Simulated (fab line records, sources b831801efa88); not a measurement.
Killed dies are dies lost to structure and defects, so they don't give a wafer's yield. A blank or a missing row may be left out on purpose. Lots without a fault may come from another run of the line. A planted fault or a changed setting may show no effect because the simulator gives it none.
One fault seen from 2 desks | flow gf180mcu | each desk has only its own numbers; what lay behind them comes last

THE TOOL OWNER'S DESK: pecvd-01
The tool's own readings at GF_V5_CVD_02 (deposits SiO2 from TEOS, target thk 1450 nm, time 163.28 s): means of the sampled wafers that have a number, for each lot that ran on this tool. A lot is out of limits, marked OUT, if its mean lies more than 4 standard deviations from the usual mean; the brackets give that distance.
Columns: A = heater_power_w at GF_V5_CVD_02, usual 602 W
lot  | first seen here | A
L879 | day 26 04:39    | 541
L880 | day 26 12:00    | 628
L881 | day 26 23:31    | 624
L883 | day 27 20:19    | 544
L884 | day 28 02:40    | 596
L899 | day 32 07:25    | 565
This desk's finding: nothing out of limits on any of the 6 lots.

THE METROLOGY DESK
What the gauges read, lot by lot, whatever tool the lot ran on: means of the sampled wafers that have a number. A lot is out of limits, marked OUT, if its mean lies more than 4 standard deviations from the usual mean; the brackets give that distance.
Columns: A = V5_CVD_02_THK at GF_V5_THK_MEAS_03, usual 1455 nm; B = V5_W_THK at GF_V5_THK_MEAS_25, usual 360 nm; C = PASSIVATION_BOW at GF_PASSIVATION_BOW_MEAS_14, usual 134 um
lot  | first seen here | A               | B   | C
L879 | day 26 04:44    | 1460            | 359 | 125
L880 | day 26 12:07    | 1451            | 356 | 132
L881 | day 26 23:37    | 1469            | 362 | 141
L883 | day 27 20:25    | 1336 (-6.2) OUT | 365 | 131
L884 | day 28 02:46    | 1233 (-12) OUT  | 370 | 131
L892 | day 30 11:19    | 1436            | 368 | 127
L896 | day 31 08:29    | 1454            | 352 | 130
L897 | day 31 16:21    | 1443            | 342 | 140
L898 | day 31 21:31    | 1441            | 358 | 132
L899 | day 32 07:32    | 1458            | 366 | 133
L901 | day 32 16:33    | 1469            | 354 | 134
L900 | day 32 17:13    | 1452            | 358 | 136
L902 | day 32 18:35    | 1470            | 363 | 136
This desk's finding: out of limits on L883, L884; first on L883, day 27 20:25 (V5_CVD_02_THK at GF_V5_THK_MEAS_03). In limits: L879, L880, L881, L892, L896, L897, L898, L899, L901, L900, L902.

PUT TOGETHER
The metrology desk could have raised an alarm at day 27 20:25, on L883, L884.
The tool owner's desk saw nothing out of limits.
The tool owner's desk has L883, L884 on record, within its limits.
Of the lots named, all ran GF_V5_CVD_02 on pecvd-01.

WHAT THE SIMULATOR HAD PUT IN
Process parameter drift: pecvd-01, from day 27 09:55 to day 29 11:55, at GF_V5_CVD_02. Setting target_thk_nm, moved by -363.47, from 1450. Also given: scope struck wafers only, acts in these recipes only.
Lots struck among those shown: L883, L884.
Hours from the fault's start to each desk's first reading out of limits: the metrology desk, 11.
